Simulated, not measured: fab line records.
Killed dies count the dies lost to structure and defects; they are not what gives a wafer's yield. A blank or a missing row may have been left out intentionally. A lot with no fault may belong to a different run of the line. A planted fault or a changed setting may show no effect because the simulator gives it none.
fab line records	flow sky130
record: lots: 13	wafers: 39	last-day: 50
route steps=708 shown FIELD_ISO@16 NWELL@65 VT_ADJUST_HVTP@92 PAD_OPEN@708
lots that met no fault: taken from a fault-free run of the same line
start-h: the number of hours between the record's first day and the start of the first shown wafer of the lot	wait-h: hours from the lot's prior step to this one	" identical to the entry in the row above	L1.1+2: one row covering several wafers at once	- value missing, or start not given	* or withheld: withheld	< > ~ a bound
route shown NAME@n: NAME is a module with steps in the file, n the number in the route of the first one	usual: average and standard deviation across the fault-free wafers	same: alike in all rows	chamber/n: place in a boat	sites: the reading at each site	_std_site: their standard deviation	_edge_site: inner sites' mean taken away from outer sites' mean	radius-mm: how far each site lies from the wafer's centre	mask NAME#n: copy n	behind: the most recent tool/chamber to have shaped the wafer	hold: what put the lot on hold/how long, in hours/how the hold closed	device: the n, p or np transistor that did not switch	end of line: the tests these same wafers got at the end of their route	step lacking rows: just its recipe	killed: the dies lost at the first sort to structure and to defects; this is not the yield of the wafer	map: a wafer's dies, x killed, . not, _ none there
set.NAME: the run value of the setting; set.NAME@STEP: its run value at that earlier step	model.NAME: the simulator's own value behind a step, which no gauge read
one table for each step of the route and one row for each wafer, over a sample of lots
services: a tool's chamber out of use, with start hour (start-h, from the record's first day; less than 0 if before it), hours out, and reason
== steps ==
step: SKY_FIELD_ISO_ETCH_15
recipe: chemistry: CHF3/O2	target-depth-nm: 180	stop-on: Si	source-w: 600	bias-w: 200	pressure-mtorr: 40	chf3-flow-sccm: 50	O2_flow_sccm: 5	time-s: 72
usual: drypump-motor-current-A: 5.7/0.54	oes-product-au: 0.948/0.0064	throttle-valve-pct: 8.844/0.0087
lot.wafer	tool	chamber	start-h	wait-h	drypump-motor-current-A	oes-product-au	rf-hours-counter-h	throttle-valve-pct
L811.1	rie-diel-01	2	29.32	0.0	4.8	0.953	3	8.859
L811.4	"	3	"	"	5.8	0.957	95	8.853
L811.5	"	3	"	"	5.7	0.954	-	8.861
L813.3	rie-diel-03	3	40.97	0.0	4.8	0.946	172	8.853
L813.4	"	0	"	"	6.0	0.950	99	8.839
L813.6	"	0	"	"	6.0	0.955	-	8.844
L814.1	rie-diel-03	3	45.02	0.0	4.7	0.950	172	8.854
L814.4	"	0	"	"	6.1	0.942	99	8.835
L814.6	"	3	"	"	4.8	0.941	-	8.835
L817.1	rie-diel-03	2	59.90	0.0	5.7	0.944	38	8.849
L817.2	"	1	"	"	5.8	0.942	117	8.832
L817.3	"	0	"	"	6.1	0.956	99	8.861
L818.1	rie-diel-01	2	65.07	0.0	4.8	0.955	3	8.850
L818.2	"	0	"	"	4.9	0.967	5	8.858
L818.6	"	3	"	"	5.8	0.944	-	8.836
L820.1	rie-diel-04	1	74.82	0.0	6.2	0.953	59	8.855
L820.3	"	0	"	"	6.5	0.945	0	8.844
L820.5	"	2	"	"	5.6	0.947	-	8.843
L826.1	rie-diel-04	1	105.82	0.0	6.2	0.952	60	8.848
L826.3	"	3	"	"	5.8	0.950	106	8.849
L826.6	"	3	"	"	5.8	0.951	-	8.848
L827.1	rie-diel-03	3	111.40	0.0	4.8	0.945	1	8.839
L827.3	"	0	"	"	6.1	0.955	100	8.845
L827.4	"	2	"	"	5.7	0.947	40	8.837
L828.1	rie-diel-03	3	116.67	0.0	4.8	0.943	1	8.835
L828.2	"	1	"	"	5.8	0.948	118	8.854
L828.5	"	1	"	"	5.8	0.949	-	8.850
L829.1	rie-diel-04	3	124.07	0.0	5.8	0.944	107	8.843
L829.3	"	2	"	"	5.6	0.940	150	8.833
L829.5	"	1	"	"	6.2	0.935	-	8.846
L831.1	rie-diel-01	2	136.10	0.0	4.8	0.946	5	8.843
L831.2	"	1	"	"	6.4	0.948	8	8.858
L831.4	"	3	"	"	5.8	0.951	97	8.850
L832.4	rie-diel-01	3	144.35	0.0	5.7	0.949	97	8.856
L832.5	"	3	"	"	5.7	0.950	-	8.834
L832.6	"	0	"	"	4.9	0.953	-	8.844
L833.2	rie-diel-03	1	147.62	0.0	5.8	0.956	119	8.857
L833.4	"	2	"	"	5.7	0.956	40	8.853
L833.6	"	3	"	"	4.7	0.941	-	8.850
step: SKY_FIELD_ISO_CMP_27
recipe: stop-on: Si3N4	t-overpolish-s: 16	down-force-psi: 4	platen-rpm: 60	target-thk-nm: 457.8	pad-velocity-m-s: 0.94248
usual: motor-current-A: 11.7/1	overpolish-run-s: 16.000/0.0088	time-to-endpoint-s: 112/3.3
lot.wafer	tool	chamber	start-h	wait-h	motor-current-A	overpolish-run-s	time-to-endpoint-s
L811.1	cmp-02	1	35.07	0.1	12.8	15.999	112
L811.4	"	2	"	"	12.1	16.002	112
L811.5	"	0	"	"	10.2	16.010	112
L813.3	cmp-01	0	44.90	0.0	11.2	16.010	111
L813.4	"	2	"	"	11.1	15.998	111
L813.6	"	0	"	"	11.0	15.999	112
L814.4	cmp-02	3	49.30	0.0	11.9	16.003	112
L814.1	"	0	"	"	10.3	15.997	114
L814.6	"	0	"	"	11.0	16.000	116
L817.2	cmp-01	2	64.50	0.0	11.2	16.012	114
L817.3	"	3	"	"	13.5	15.986	110
L817.1	"	0	"	"	11.2	16.003	107
L818.2	cmp-02	1	69.82	0.2	12.6	15.994	116
L818.1	"	2	"	"	11.5	16.001	112
L818.6	"	2	"	"	10.8	15.999	117
L820.3	cmp-01	3	80.76	0.1	13.9	15.996	112
L820.1	"	0	"	"	11.3	15.991	108
L820.5	"	2	"	"	10.7	16.004	112
L826.3	cmp-01	1	110.50	0.0	10.3	16.005	107
L826.1	"	3	"	"	13.4	16.014	111
L826.6	"	1	"	"	10.2	16.003	112
L827.4	cmp-02	0	116.74	0.1	10.3	15.979	116
L827.1	"	1	"	"	12.0	16.007	117
L827.3	"	2	"	"	12.1	16.009	117
L828.1	cmp-02	3	122.09	0.1	11.8	15.977	113
L828.2	"	1	"	"	12.8	16.005	111
L828.5	"	2	"	"	12.4	15.990	116
L829.3	cmp-01	0	128.65	0.0	11.3	16.005	108
L829.1	"	3	"	"	14.2	15.978	118
L829.5	"	1	"	"	10.6	15.999	112
L831.2	cmp-01	0	139.52	0.0	11.5	15.999	113
L831.1	"	1	"	"	10.4	15.997	114
L831.4	"	2	"	"	11.2	15.999	112
L832.4	cmp-01	1	148.23	0.1	10.7	16.009	106
L832.5	"	3	"	"	13.7	16.006	108
L832.6	"	0	"	"	11.5	16.001	106
L833.4	cmp-02	0	151.00	0.0	11.1	15.993	115
L833.2	"	3	"	"	12.1	15.989	111
L833.6	"	1	"	"	12.6	16.006	115
step: SKY_NWELL_IMPLANT_12
recipe: species: P	energy-kev: 120	dose-cm2: 1.3e+12	tilt-deg: withheld
usual: dose-ions-cm2: 1.3e+12/1.4e+09	faraday-current-uA: 7.34/0.14
lot.wafer	tool	chamber	start-h	wait-h	dose-ions-cm2	faraday-current-uA
L811.1	implanter-01	0	86.83	0.1	1.3013e+12	7.41
L811.4	"	0	"	"	1.2991e+12	7.16
L811.5	"	0	"	"	1.2994e+12	7.39
L813.3	implanter-01	0	99.09	0.1	1.2983e+12	7.42
L813.4	"	0	"	"	1.3001e+12	7.34
L813.6	"	0	"	"	1.2985e+12	7.27
L814.1	implanter-04	0	103.22	0.1	1.3026e+12	7.31
L814.4	"	0	"	"	1.3018e+12	7.19
L814.6	"	0	"	"	1.3031e+12	7.09
L817.1	implanter-03	0	119.18	0.1	1.3001e+12	7.19
L817.2	"	0	"	"	1.3017e+12	7.15
L817.3	"	0	"	"	1.3012e+12	7.32
L818.1	implanter-03	0	126.94	0.1	1.2982e+12	7.40
L818.2	"	0	"	"	1.299e+12	7.41
L818.6	"	0	"	"	1.2993e+12	7.42
L820.1	implanter-03	0	138.38	0.1	1.3011e+12	7.45
L820.3	"	0	"	"	1.2991e+12	7.33
L820.5	"	0	"	"	1.2996e+12	7.48
L826.1	implanter-01	0	171.38	0.1	1.301e+12	7.59
L826.3	"	0	"	"	1.3027e+12	7.09
L826.6	"	0	"	"	1.3013e+12	7.14
L827.1	implanter-01	0	178.38	0.1	1.4024e+12	7.96
L827.3	"	0	"	"	1.4029e+12	7.90
L827.4	"	0	"	"	1.4031e+12	8.07
L828.1	implanter-01	0	184.88	0.1	1.4037e+12	7.86
L828.2	"	0	"	"	1.4027e+12	7.73
L828.5	"	0	"	"	1.4025e+12	7.94
L829.1	implanter-01	0	194.07	0.1	1.4036e+12	7.95
L829.3	"	0	"	"	1.4037e+12	8.03
L829.5	"	0	"	"	1.4027e+12	8.03
L831.1	implanter-03	0	204.47	0.1	1.2993e+12	7.46
L831.2	"	0	"	"	1.2989e+12	7.56
L831.4	"	0	"	"	1.2987e+12	7.44
L832.4	implanter-03	0	213.50	0.1	1.2995e+12	7.25
L832.5	"	0	"	"	1.3012e+12	7.26
L832.6	"	0	"	"	1.3006e+12	7.64
L833.2	implanter-03	0	218.65	0.1	1.2998e+12	7.35
L833.4	"	0	"	"	1.2983e+12	7.47
L833.6	"	0	"	"	1.2988e+12	7.42
step: SKY_VT_ADJUST_HVTP_CD_MEAS_07
recipe: target-cd-nm: 380
usual: cd-nm: 379.9/2.7
lot.wafer	tool	chamber	start-h	wait-h	cd-nm
L811.1	cd-sem-02	-	122.88	0.1	378.3
L811.4	"	-	"	"	379.2
L811.5	"	-	"	"	376.9
L813.3	cd-sem-01	-	136.27	0.1	381.2
L813.4	"	-	"	"	382.6
L813.6	"	-	"	"	383.9
L814.1	cd-sem-01	-	139.79	0.1	373.4
L814.4	"	-	"	"	377.2
L814.6	"	-	"	"	379.9
L817.1	cd-sem-01	-	157.50	0.1	377.8
L817.2	"	-	"	"	379.3
L817.3	"	-	"	"	379.7
L818.1	cd-sem-01	-	166.39	0.1	374.1
L818.2	"	-	"	"	373.8
L818.6	"	-	"	"	376.2
L820.1	cd-sem-01	-	178.04	0.1	380.3
L820.3	"	-	"	"	380.5
L820.5	"	-	"	"	381.4
L826.1	cd-sem-02	-	213.83	0.1	381.7
L826.3	"	-	"	"	381.9
L826.6	"	-	"	"	382.9
L827.1	cd-sem-01	-	222.39	0.1	380.9
L827.3	"	-	"	"	378.7
L827.4	"	-	"	"	379.7
L828.1	cd-sem-01	-	229.59	0.1	378.2
L828.2	"	-	"	"	380.8
L828.5	"	-	"	"	376.8
L829.1	cd-sem-02	-	239.34	0.1	379.0
L829.3	"	-	"	"	379.7
L829.5	"	-	"	"	379.2
L831.1	cd-sem-01	-	250.89	0.1	379.3
L831.2	"	-	"	"	382.5
L831.4	"	-	"	"	378.3
L832.4	cd-sem-02	-	260.40	0.1	385.7
L832.5	"	-	"	"	387.1
L832.6	"	-	"	"	383.0
L833.2	cd-sem-01	-	265.42	0.1	380.1
L833.4	"	-	"	"	383.9
L833.6	"	-	"	"	383.4
step: SKY_PAD_OPEN_PROBE_99
usual: killed_at_M0_to_M3: 44/7	killed_at_M4_up: 3.2/1.8	killed-at-contacts: 24/5.1	killed-at-front-end: 15/4.3	killed-at-other: 0.3/0.5	killed-dies: 86/9.6	killed-open: 48/7.1	killed-short: 38/6.7
same: gross-dies: 492	killed-at-back-side: 0
lot.wafer	tool	chamber	start-h	wait-h	killed_at_M0_to_M3	killed_at_M4_up	killed-at-contacts	killed-at-front-end	killed-at-other	killed-dies	killed-open	killed-short
L811.1	prober-01	-	1076.90	0.1	43	2	21	9	0	75	43	32
L811.4	prober-01	-	1077.05	0.2	40	2	17	14	0	73	43	27
L811.5	prober-01	-	1077.10	0.2	43	3	25	13	1	85	45	36
L813.3	prober-01	-	1091.84	0.2	41	2	21	8	0	72	32	40
L813.4	prober-01	-	1091.89	0.2	45	0	24	7	0	76	35	41
L813.6	prober-01	-	1091.99	0.2	58	2	17	6	1	84	58	26
L814.1	prober-02	-	1093.02	0.1	34	4	25	23	0	86	42	44
L814.4	prober-02	-	1093.17	0.2	49	3	23	11	1	87	54	33
L814.6	prober-02	-	1093.27	0.2	54	1	18	15	0	88	36	52
L817.1	prober-01	-	1113.66	0.1	42	3	24	15	0	84	51	31
L817.2	prober-01	-	1113.71	0.1	41	2	30	19	1	93	55	37
L817.3	prober-01	-	1113.76	0.2	43	4	23	19	0	89	46	42
L818.1	prober-02	-	1121.16	0.1	39	3	18	24	0	84	43	41
L818.2	prober-02	-	1121.21	0.1	42	1	29	19	0	91	53	38
L818.6	prober-02	-	1121.41	0.2	55	0	24	17	1	97	53	44
L820.1	prober-02	-	1128.66	0.1	38	3	17	17	0	75	40	34
L820.3	prober-02	-	1128.76	0.2	50	6	18	15	0	89	51	38
L820.5	prober-02	-	1128.86	0.2	44	2	34	24	0	104	59	45
L826.1	prober-01	-	1162.76	0.1	42	2	30	9	0	83	42	41
L826.3	prober-01	-	1162.86	0.2	46	5	26	13	0	90	52	37
L826.6	prober-01	-	1163.01	0.2	32	3	30	13	1	79	41	37
L827.1	prober-01	-	1166.56	0.1	42	1	21	13	0	77	38	39
L827.3	prober-01	-	1166.66	0.2	48	2	16	17	0	83	43	39
L827.4	prober-01	-	1166.71	0.2	36	2	21	11	0	70	46	24
L828.1	prober-02	-	1174.18	0.1	39	4	20	17	0	80	45	35
L828.2	prober-02	-	1174.23	0.1	44	1	27	15	0	87	46	41
L828.5	prober-02	-	1174.38	0.2	41	1	24	17	0	83	48	35
L829.1	prober-01	-	1182.27	0.1	47	4	12	18	0	81	52	28
L829.3	prober-01	-	1182.37	0.2	56	2	20	13	1	92	52	38
L829.5	prober-01	-	1182.47	0.2	49	2	25	15	1	92	55	35
L831.1	prober-01	-	1186.50	0.1	48	3	26	21	1	99	53	46
L831.2	prober-01	-	1186.55	0.1	43	7	32	15	0	97	50	46
L831.4	prober-01	-	1186.65	0.2	48	6	35	21	0	110	49	61
L832.4	prober-02	-	1193.35	0.2	46	3	20	18	1	88	45	42
L832.5	prober-02	-	1193.40	0.2	34	7	23	18	0	82	47	35
L832.6	prober-02	-	1193.45	0.2	41	4	30	13	0	88	48	38
L833.2	prober-01	-	1199.32	0.1	43	0	31	9	0	83	45	38
L833.4	prober-01	-	1199.42	0.2	46	3	25	10	0	84	47	37
L833.6	prober-01	-	1199.52	0.2	44	9	34	12	0	99	60	39
killed by level:class
L811.1 CONTACT:geometric-particle:open=14 METAL2:geometric-particle:short=10 VIA1:geometric-particle:short=7 LI_CONTACT:geometric-particle:open=5 METAL1:geometric-particle:short=5 VIA2:geometric-particle:open=5 SPACER:geometric-particle:open=4 VIA1:geometric-particle:open=4
L811.4 VIA1:geometric-particle:open=8 VIA2:geometric-particle:open=7 CONTACT:geometric-particle:open=6 VIA3:geometric-particle:open=6 POLY_GATE:geometric-particle:open=5 LI_CONTACT:geometric-particle:open=5 METAL1:geometric-particle:short=5 METAL2:geometric-particle:short=5
L811.5 CONTACT:geometric-particle:open=10 VIA3:geometric-particle:open=7 VIA2:geometric-particle:open=7 VIA1:geometric-particle:short=6 VIA2:geometric-particle:short=6 LI_CONTACT:geometric-particle:short=5 LI_CONTACT:geometric-particle:open=5 VIA1:geometric-particle:open=5
L813.3 VIA1:geometric-particle:open=9 VIA2:geometric-particle:open=7 CONTACT:geometric-particle:short=6 CONTACT:geometric-particle:open=6 METAL1:geometric-particle:short=6 LI_CONTACT:geometric-particle:short=4 VIA1:geometric-particle:short=4 VIA2:geometric-particle:short=4
L813.4 VIA1:geometric-particle:open=9 METAL1:geometric-particle:short=8 CONTACT:geometric-particle:open=7 METAL2:geometric-particle:short=7 LI_CONTACT:geometric-particle:open=7 VIA1:geometric-particle:short=6 LOCAL_INTERCONNECT:geometric-particle:short=5 VIA3:geometric-particle:open=5
L813.6 VIA1:geometric-particle:open=21 VIA3:geometric-particle:open=9 LI_CONTACT:geometric-particle:open=8 VIA2:geometric-particle:open=6 METAL1:geometric-particle:short=5 CONTACT:geometric-particle:open=4 VIA1:geometric-particle:short=4 LOCAL_INTERCONNECT:geometric-particle:short=3
L814.1 CONTACT:geometric-particle:open=9 FIELD_ISO:geometric-particle:open=8 POLY_GATE:geometric-particle:short=7 VIA2:geometric-particle:open=7 CONTACT:geometric-particle:short=7 METAL1:geometric-particle:short=7 VIA3:geometric-particle:open=6 METAL2:geometric-particle:short=4
L814.4 VIA1:geometric-particle:open=18 POLY_GATE:geometric-particle:open=6 LI_CONTACT:geometric-particle:open=6 CONTACT:geometric-particle:open=6 VIA2:geometric-particle:open=6 VIA2:geometric-particle:short=6 METAL2:geometric-particle:short=5 VIA3:geometric-particle:open=5
L814.6 VIA3:geometric-particle:open=10 VIA2:geometric-particle:short=9 VIA1:geometric-particle:open=7 VIA2:geometric-particle:open=7 CONTACT:geometric-particle:short=6 METAL2:geometric-particle:short=6 VIA3:geometric-particle:short=6 FIELD_ISO:geometric-particle:short=4
L817.1 LI_CONTACT:geometric-particle:open=8 VIA3:geometric-particle:open=8 FIELD_ISO:geometric-particle:open=7 VIA2:geometric-particle:open=7 METAL1:geometric-particle:short=6 VIA1:geometric-particle:open=6 LI_CONTACT:geometric-particle:short=5 CONTACT:geometric-particle:open=5
L817.2 VIA2:geometric-particle:open=12 CONTACT:geometric-particle:open=9 POLY_GATE:geometric-particle:short=7 LI_CONTACT:geometric-particle:open=7 VIA3:geometric-particle:open=6 VIA1:geometric-particle:open=6 LI_CONTACT:geometric-particle:short=5 CONTACT:geometric-particle:short=5
L817.3 VIA2:geometric-particle:open=8 FIELD_ISO:geometric-particle:short=7 METAL2:geometric-particle:short=7 LI_CONTACT:geometric-particle:open=7 CONTACT:geometric-particle:open=7 VIA1:geometric-particle:open=6 CONTACT:geometric-particle:short=5 POLY_GATE:geometric-particle:open=4
L818.1 VIA1:geometric-particle:open=9 CONTACT:geometric-particle:open=8 FIELD_ISO:geometric-particle:short=5 FIELD_ISO:geometric-particle:open=5 POLY_GATE:geometric-particle:open=5 LOCAL_INTERCONNECT:geometric-particle:short=5 VIA3:geometric-particle:open=5 METAL1:geometric-particle:short=5
L818.2 VIA1:geometric-particle:open=12 LI_CONTACT:geometric-particle:open=10 VIA1:geometric-particle:short=9 CONTACT:geometric-particle:open=9 VIA2:geometric-particle:open=5 FIELD_ISO:geometric-particle:short=4 POLY_GATE:geometric-particle:open=4 LOCAL_INTERCONNECT:geometric-particle:short=4
L818.6 VIA2:geometric-particle:open=10 CONTACT:geometric-particle:open=9 VIA1:geometric-particle:short=8 VIA1:geometric-particle:open=7 LI_CONTACT:geometric-particle:open=7 METAL3:geometric-particle:short=6 METAL2:geometric-particle:short=5 POLY_GATE:geometric-particle:open=5
L820.1 VIA1:geometric-particle:open=17 CONTACT:geometric-particle:open=7 METAL2:geometric-particle:short=5 VIA1:geometric-particle:short=5 FIELD_ISO:geometric-particle:open=4 POLY_GATE:geometric-particle:short=4 LI_CONTACT:geometric-particle:open=3 LI_CONTACT:geometric-particle:short=3
L820.3 VIA1:geometric-particle:open=16 LI_CONTACT:geometric-particle:open=7 VIA2:geometric-particle:open=7 METAL1:geometric-particle:short=7 VIA3:geometric-particle:open=6 METAL2:geometric-particle:short=5 VIA1:geometric-particle:short=5 METAL4:geometric-particle:short=5
L820.5 CONTACT:geometric-particle:open=13 VIA1:geometric-particle:open=12 VIA2:geometric-particle:open=10 CONTACT:geometric-particle:short=8 POLY_GATE:geometric-particle:short=8 LI_CONTACT:geometric-particle:open=6 FIELD_ISO:geometric-particle:open=5 LOCAL_INTERCONNECT:geometric-particle:short=4
L826.1 LI_CONTACT:geometric-particle:open=10 LOCAL_INTERCONNECT:geometric-particle:short=6 CONTACT:geometric-particle:short=6 CONTACT:geometric-particle:open=6 METAL1:geometric-particle:short=6 VIA1:geometric-particle:open=5 METAL2:geometric-particle:short=5 VIA2:geometric-particle:open=5
L826.3 CONTACT:geometric-particle:open=13 VIA1:geometric-particle:open=10 VIA3:geometric-particle:open=9 CONTACT:geometric-particle:short=6 METAL1:geometric-particle:short=4 METAL2:geometric-particle:short=4 VIA2:geometric-particle:open=4 METAL3:geometric-particle:short=4
L826.6 LI_CONTACT:geometric-particle:open=12 VIA1:geometric-particle:open=9 CONTACT:geometric-particle:open=8 METAL2:geometric-particle:short=8 VIA1:geometric-particle:short=7 LI_CONTACT:geometric-particle:short=5 POLY_GATE:geometric-particle:short=4 LOCAL_INTERCONNECT:geometric-particle:short=4
L827.1 VIA1:geometric-particle:open=10 LI_CONTACT:geometric-particle:open=8 VIA1:geometric-particle:short=7 CONTACT:geometric-particle:open=6 METAL1:geometric-particle:short=6 VIA2:geometric-particle:open=6 FIELD_ISO:geometric-particle:short=4 CONTACT:geometric-particle:short=4
L827.3 VIA2:geometric-particle:open=10 VIA3:geometric-particle:open=7 CONTACT:geometric-particle:open=6 VIA1:geometric-particle:open=6 POLY_GATE:geometric-particle:short=5 CONTACT:geometric-particle:short=5 METAL1:geometric-particle:short=5 VIA1:geometric-particle:short=5
L827.4 CONTACT:geometric-particle:open=9 VIA2:geometric-particle:open=9 VIA1:geometric-particle:open=9 LI_CONTACT:geometric-particle:open=8 METAL1:geometric-particle:short=5 VIA3:geometric-particle:open=4 POLY_GATE:geometric-particle:open=3 SONOS_ONO:geometric-particle:short=2
L828.1 VIA1:geometric-particle:open=11 FIELD_ISO:geometric-particle:short=8 CONTACT:geometric-particle:open=8 VIA3:geometric-particle:open=6 FIELD_ISO:geometric-particle:open=5 VIA1:geometric-particle:short=4 VIA3:geometric-particle:short=4 VIA2:geometric-particle:open=4
L828.2 CONTACT:geometric-particle:open=11 VIA1:geometric-particle:open=10 VIA2:geometric-particle:open=9 CONTACT:geometric-particle:short=8 METAL2:geometric-particle:short=8 POLY_GATE:geometric-particle:short=6 VIA3:geometric-particle:open=6 LOCAL_INTERCONNECT:geometric-particle:short=5
L828.5 VIA1:geometric-particle:open=11 LI_CONTACT:geometric-particle:open=7 CONTACT:geometric-particle:open=7 VIA3:geometric-particle:short=6 VIA3:geometric-particle:open=6 POLY_GATE:geometric-particle:open=5 METAL2:geometric-particle:short=5 VIA2:geometric-particle:open=5
L829.1 VIA1:geometric-particle:open=13 VIA3:geometric-particle:open=9 VIA2:geometric-particle:open=7 POLY_GATE:geometric-particle:short=5 LI_CONTACT:geometric-particle:open=5 VIA1:geometric-particle:short=5 POLY_GATE:geometric-particle:open=4 METAL2:geometric-particle:short=4
L829.3 VIA3:geometric-particle:open=11 METAL1:geometric-particle:short=10 VIA1:geometric-particle:open=10 VIA1:geometric-particle:short=8 VIA2:geometric-particle:open=7 CONTACT:geometric-particle:open=6 LI_CONTACT:geometric-particle:short=4 LI_CONTACT:geometric-particle:open=4
L829.5 VIA1:geometric-particle:open=16 CONTACT:geometric-particle:open=11 LI_CONTACT:geometric-particle:open=6 VIA3:geometric-particle:open=6 CONTACT:geometric-particle:short=5 METAL2:geometric-particle:short=5 METAL2:geometric-particle:open=4 VIA2:geometric-particle:open=4
L831.1 VIA1:geometric-particle:open=16 LI_CONTACT:geometric-particle:open=8 CONTACT:geometric-particle:open=8 FIELD_ISO:geometric-particle:open=6 METAL1:geometric-particle:short=6 CONTACT:geometric-particle:short=6 VIA1:geometric-particle:short=5 METAL2:geometric-particle:short=5
L831.2 CONTACT:geometric-particle:open=9 VIA1:geometric-particle:open=9 LI_CONTACT:geometric-particle:open=8 LOCAL_INTERCONNECT:geometric-particle:short=8 METAL1:geometric-particle:short=6 FIELD_ISO:geometric-particle:short=5 CONTACT:geometric-particle:short=5 VIA1:geometric-particle:short=5
L831.4 VIA1:geometric-particle:open=11 METAL1:geometric-particle:short=10 CONTACT:geometric-particle:short=10 CONTACT:geometric-particle:open=8 LOCAL_INTERCONNECT:geometric-particle:short=7 SPACER:geometric-particle:open=7 VIA2:geometric-particle:open=7 VIA1:geometric-particle:short=6
L832.4 VIA1:geometric-particle:open=10 POLY_GATE:geometric-particle:open=6 VIA2:geometric-particle:open=6 CONTACT:geometric-particle:open=6 METAL1:geometric-particle:short=6 METAL2:geometric-particle:short=6 VIA2:geometric-particle:short=6 POLY_GATE:geometric-particle:short=5
L832.5 LI_CONTACT:geometric-particle:open=8 VIA1:geometric-particle:open=8 METAL1:geometric-particle:short=7 VIA3:geometric-particle:open=7 FIELD_ISO:geometric-particle:open=6 CONTACT:geometric-particle:open=6 METAL4:geometric-particle:short=6 LOCAL_INTERCONNECT:geometric-particle:short=5
L832.6 CONTACT:geometric-particle:open=11 LI_CONTACT:geometric-particle:open=9 VIA1:geometric-particle:open=9 VIA2:geometric-particle:open=8 METAL2:geometric-particle:short=7 LOCAL_INTERCONNECT:geometric-particle:short=5 METAL4:geometric-particle:short=4 VIA3:geometric-particle:short=4
L833.2 CONTACT:geometric-particle:open=11 VIA1:geometric-particle:open=8 VIA2:geometric-particle:open=8 VIA3:geometric-particle:open=6 FIELD_ISO:geometric-particle:short=5 LI_CONTACT:geometric-particle:open=5 LOCAL_INTERCONNECT:geometric-particle:short=5 METAL1:geometric-particle:short=5
L833.4 CONTACT:geometric-particle:open=11 VIA3:geometric-particle:open=9 VIA1:geometric-particle:open=8 METAL2:geometric-particle:short=8 VIA2:geometric-particle:open=8 LI_CONTACT:geometric-particle:open=5 VIA3:geometric-particle:short=4 LOCAL_INTERCONNECT:geometric-particle:short=4
L833.6 VIA3:geometric-particle:open=12 CONTACT:geometric-particle:open=11 LI_CONTACT:geometric-particle:open=8 METAL2:geometric-particle:short=6 LOCAL_INTERCONNECT:geometric-particle:short=6 METAL1:geometric-particle:short=5 VIA1:geometric-particle:open=5 FIELD_ISO:geometric-particle:open=4
== services ==
tool	chamber	start-h	hours	kind
cmp-01	-	31.45	0.8	repair
rie-diel-04	0	37.51	5.5	repair
cmp-01	-	39.02	1.0	repair
implanter-03	-	42.98	0.8	repair
cmp-02	-	43.00	0.4	repair
cmp-01	-	48.17	2.1	repair
cmp-01	-	49.07	3.1	repair
cmp-01	-	63.73	0.4	repair
cmp-01	-	67.32	4.0	pm
rie-diel-03	0	78.66	6.0	repair
rie-diel-04	1	93.04	3.5	repair
implanter-04	-	93.97	3.3	repair
implanter-04	-	113.14	4.0	repair
rie-diel-03	-	120.30	0.9	repair
cmp-02	-	122.58	1.4	repair
implanter-04	-	145.82	4.1	pm
rie-diel-04	3	155.82	3.8	repair
cmp-02	-	162.33	3.0	repair
rie-diel-04	0	170.93	5.5	repair
cmp-01	-	173.56	9.8	pm
implanter-04	-	177.65	4.5	repair
rie-diel-03	1	184.54	13.4	repair
cmp-01	-	188.96	1.6	repair
rie-diel-04	3	211.90	2.6	repair
== key ==
first-sign: step: SKY_NWELL_IMPLANT_12	reading: dose-ions-cm2	direction: up	sigmas: 73	usual: *	struck: *
effect: step: SKY_NWELL_IMPLANT_12	reading: faraday-current-uA	direction: up	sigmas: 4.2	usual: 7.34	struck: 7.94
met-at SKY_NWELL_IMPLANT_12
struck-lots L827,L828,L829
tester-left-out L827,L828,L829
not-acting-at SKY_FIELD_ISO_ETCH_15,SKY_FIELD_ISO_CMP_27,SKY_VT_ADJUST_HVTP_CD_MEAS_07
onset-between 171.38 178.38
fault: kind: process-parameter-drift	tool: implanter-01	chamber: -	onset-h: 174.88	steps: SKY_NWELL_IMPLANT_12	channel: dose-cm2	offset: *	shape: step	end-h: 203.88	acts-in: *	stated: *
tester-left-out: of these lots the tester's yield and bins aren't shown, on N5 and GAA mostly nor the transistor test; their killed dies are dies lost to structure and defects alone, not to doping, threshold or leakage, so they don't give the yield
